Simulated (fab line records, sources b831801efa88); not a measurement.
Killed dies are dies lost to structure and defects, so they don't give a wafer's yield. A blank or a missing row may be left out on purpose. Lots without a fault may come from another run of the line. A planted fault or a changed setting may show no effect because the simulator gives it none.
Chamber matching | flow sky130 | SKY_VIA3_CMP_24 on cmp-01: 4 sister chambers
The step polishes, stops on SiO2, t overpolish 20 s, target thk 0 nm. 14 wafers are shown with their chamber, then 7 later ones without.

WAFERS WITH THEIR CHAMBER
wafer  | chamber | motor_current_A (A) | time_to_endpoint_s (s) | edge_zone_pressure_frac
L233.1 | 0       | 13.4                | 100                    | 1.003
L233.2 | 2       | 11.9                | 100                    | 0.996
L233.4 | 3       | 9.8                 | 96                     | 1.001
L236.2 | 2       | 12.3                | 100                    | 1.004
L236.4 | 0       | 14.6                | 107                    | 1.000
L236.5 | 2       | 11.7                | 99                     | 1.004
L238.1 | 0       | 13.8                | 102                    | 0.996
L238.5 | 3       | 9.6                 | 98                     | 0.991
L238.6 | 2       | 12.3                | 96                     | 1.009
L239.2 | 2       | 12.6                | 98                     | 1.003
L239.4 | 1       | 10.6                | 96                     | 1.000
L239.6 | 0       | 13.0                | 102                    | 0.999
L241.2 | 1       | 9.9                 | 97                     | 0.995
L241.4 | 3       | 9.8                 | 95                     | 1.004

SIGNATURES (means of the wafers above)
reading                 | chamber 0 | chamber 1 | chamber 2 | chamber 3 | scatter within a chamber
motor_current_A         | 13.700    | 10.250    | 12.160    | 9.733     | 0.467
time_to_endpoint_s      | 102.75    | 96.50     | 98.60     | 96.33     | 2.08
edge_zone_pressure_frac | 0.99950   | 0.99750   | 1.00320   | 0.99867   | 0.00466
Rule: a wafer's distance from a chamber is the root of the sum, over the readings, of the square of ((its reading less the chamber's mean) divided by the reading's scatter). The wafer belongs to the nearest chamber; if the next one is less than 2 further off, it can't be placed. The scatter: the root of (the sum of the squares of (reading less its chamber's mean) over the shown wafers, divided by (wafers less chambers)).

WAFERS WITHOUT THEIR CHAMBER
wafer  | motor_current_A (A) | time_to_endpoint_s (s) | edge_zone_pressure_frac
L241.5 | 11.3                | 98                     | 1.002
L255.1 | 10.6                | 101                    | 1.007
L255.2 | 9.1                 | 101                    | 1.008
L255.6 | 9.7                 | 100                    | 0.998
L256.3 | 10.4                | 101                    | 1.003
L256.5 | 10.0                | 95                     | 0.999
L256.6 | 11.7                | 103                    | 1.000

WHICH CHAMBER EACH WENT THROUGH
wafer  | from the rows above          | in truth
L241.5 | can't be placed: 2 or 1 or 3 | 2
L255.1 | can't be placed: 1 or 3 or 2 | 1
L255.2 | can't be placed: 3 or 1      | 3
L255.6 | can't be placed: 3 or 1      | 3
L256.3 | can't be placed: 1 or 3 or 2 | 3
L256.5 | can't be placed: 3 or 1      | 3
L256.6 | can't be placed: 2 or 0      | 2
Placed correctly: 0 of 7. Can't be placed from these rows: 7 (the true chamber is among the candidates in 7). Placed wrongly: 0.
